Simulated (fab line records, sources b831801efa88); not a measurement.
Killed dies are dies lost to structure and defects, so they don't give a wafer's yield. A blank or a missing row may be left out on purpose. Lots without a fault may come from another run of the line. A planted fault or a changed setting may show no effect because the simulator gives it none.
Which tool did it? | flow sky130 | 6 lots, 18 wafers sampled, at 1 step of a route of 708

WHAT THE GAUGES READ, wafer by wafer
SKY_CAP2M_OVL_MEAS_12.
lot  | measured     | on         | CAP2M_OVL (nm)
L828 | day 41 12:05 | overlay-01 | -1.1 -1.8 -1.5
L832 | day 42 18:29 | overlay-01 | -1.5 0.4 -0.1
L842 | day 45 10:08 | overlay-02 | 1.1 0.0 0.6
L844 | day 46 00:05 | overlay-02 | -2.0 -2.0 0.6
L846 | day 46 17:45 | overlay-01 | 1.5 1.1 0.8
L848 | day 47 00:15 | overlay-01 | 0.6 0.4 -1.2

WHICH TOOL RAN EACH LOT (tool, then ch and the chambers of the sampled wafers, then the start)
The record holds no process step before these readings.

THE ANSWER, worked out from the rows above alone
Rule: what is usual is taken from the lots themselves. Put in order of their means at a reading, lots are off if they are a third of the lots or fewer, leave a main group of 4 or more, and stand apart from it by a gap of 3 or more times the standard deviation of the main group's means; of several such gaps the widest counts. A main group whose means are all the same, to the digits that the tables above print for the reading, isn't used. A lot without any number at a reading at which 4 lots or more have one is off too. The other lots that the step has rows for count as sound.
No lot is off at any reading shown: from this, nothing can be told.

WHAT THE SIMULATOR HAD PUT IN
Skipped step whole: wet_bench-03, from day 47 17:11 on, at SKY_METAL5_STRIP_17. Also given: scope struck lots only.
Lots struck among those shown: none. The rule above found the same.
